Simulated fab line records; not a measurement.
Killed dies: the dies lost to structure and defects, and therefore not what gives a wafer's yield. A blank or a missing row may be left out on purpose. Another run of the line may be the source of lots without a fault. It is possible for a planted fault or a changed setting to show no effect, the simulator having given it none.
2 desks looking at one fault / flow gf180mcu / what lay behind the numbers comes last; until then each desk has only its own

## THE TOOL OWNER'S DESK: pvdSputter-01
The tool's own readings at GF_V4_SPUTTER_21 (material Ti, target thk 15 nm, time 80.02 s): means of the sampled wafers that have a number, for each lot that ran on this tool. If a lot's mean is further than 4 standard deviations from the usual mean, the lot is out of limits and carries the mark OUT (the distance appears in the brackets).
Columns: A = throttleValvePct at GF_V4_SPUTTER_21, usual 29.2 %
lot=L221; first seen here=day 26 19:07; A=29.2
lot=L222; first seen here=day 26 22:19; A=29.2
lot=L226; first seen here=day 28 07:32; A=29.3
lot=L233; first seen here=day 30 16:10; A=29.7
This desk's finding: nothing out of limits on any of the 4 lots.

## AT THE METROLOGY DESK
What the gauges read, lot by lot, whatever tool the lot ran on: means of the sampled wafers that have a number. If a lot's mean is further than 4 standard deviations from the usual mean, the lot is out of limits and carries the mark OUT (the distance appears in the brackets).
Columns: A = cdNm at GF_V4_CD_MEAS_14, usual 259.7 nm; B = V4_OVL at GF_V4_OVL_MEAS_15, usual 0 nm
lot=L216; first seen here=day 24 23:01; A=259.2; B=-1
lot=L221; first seen here=day 26 18:17; A=257.8; B=-1
lot=L222; first seen here=day 26 21:29; A=259.0; B=5
lot=L226; first seen here=day 28 06:43; A=260.2; B=-1
lot=L230; first seen here=day 29 19:43; A=260.8; B=-0
lot=L233; first seen here=day 30 15:20; A=259.9; B=4
This desk's finding: nothing out of limits on any of the 6 lots.

## ALL TOGETHER
The desk of the tool owner found nothing out of limits.
Nothing out of limits was seen by the metrology desk.

## WHAT THE SIMULATOR HAD PUT IN
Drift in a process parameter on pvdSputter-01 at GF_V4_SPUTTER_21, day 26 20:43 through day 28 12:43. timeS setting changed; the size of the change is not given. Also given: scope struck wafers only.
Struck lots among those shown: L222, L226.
